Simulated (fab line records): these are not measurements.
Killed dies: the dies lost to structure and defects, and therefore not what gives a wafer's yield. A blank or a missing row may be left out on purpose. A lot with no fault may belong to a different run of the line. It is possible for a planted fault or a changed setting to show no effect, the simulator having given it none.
One fault seen from 2 desks / flow sky130 / each desk holds nothing but its own numbers, with what lay behind them at the end

== THE METROLOGY DESK ==
Means of the sampled wafers that have a number, per lot and without regard to the tool the lot ran on: this is what the gauges read. If a lot's mean is further than 4 standard deviations from the usual mean, the lot is out of limits and carries the mark OUT (the distance appears in the brackets).
Columns: A = METAL2_ALCU_THK at SKY_METAL2_THK_MEAS_06, usual 253 nm; B = cd-nm at SKY_METAL2_CD_MEAS_15, usual 139.8 nm; C = METAL2_OVL at SKY_METAL2_OVL_MEAS_16, usual -1 nm
lot=L153; first seen here=day 36 09:03; A=253; B=140.6; C=-5
lot=L157; first seen here=day 37 14:19; A=256; B=140.7; C=0
lot=L162; first seen here=day 38 21:08; A=253; B=138.8; C=4
lot=L163; first seen here=day 39 02:47; A=248; B=138.8; C=-4
lot=L167; first seen here=day 40 12:05; A=258; B=141.5; C=-7
lot=L170; first seen here=day 41 10:49; A=257; B=139.0; C=-3
Finding of this desk: none of the 6 lots has anything out of limits.

== THE TOOL OWNER'S DESK: rie-metal-02 ==
The tool's own readings at SKY_METAL2_ETCH_18 (etches BARC in N2/H2, stops on SiO2, time 45.9 s, target depth 60 nm): means of the sampled wafers that have a number, for each lot that ran on this tool. If a lot's mean is further than 4 standard deviations from the usual mean, the lot is out of limits and carries the mark OUT (the distance appears in the brackets).
Columns: A = drypump-motor-current-A at SKY_METAL2_ETCH_18, usual 5.5 A; B = n2-flow-sccm at SKY_METAL2_ETCH_18, usual 100.03 sccm; C = oes-product-au at SKY_METAL2_ETCH_18, usual 0.855 a.u.; D = throttle-valve-pct at SKY_METAL2_ETCH_18, usual 13.225 %
lot=L157; first seen here=day 38 16:32; A=5.8; B=100.23; C=0.860; D=13.222
lot=L162; first seen here=day 39 21:56; A=5.8; B=99.95; C=0.857; D=13.220
lot=L163; first seen here=day 40 03:48; A=5.8; B=99.83; C=0.854; D=13.224
Finding of this desk: none of the 3 lots has anything out of limits.

== TAKEN TOGETHER ==
Nothing out of limits was seen by the metrology desk.
Nothing out of limits was seen by the tool owner's desk.

== WHAT WAS PUT IN BY THE SIMULATOR ==
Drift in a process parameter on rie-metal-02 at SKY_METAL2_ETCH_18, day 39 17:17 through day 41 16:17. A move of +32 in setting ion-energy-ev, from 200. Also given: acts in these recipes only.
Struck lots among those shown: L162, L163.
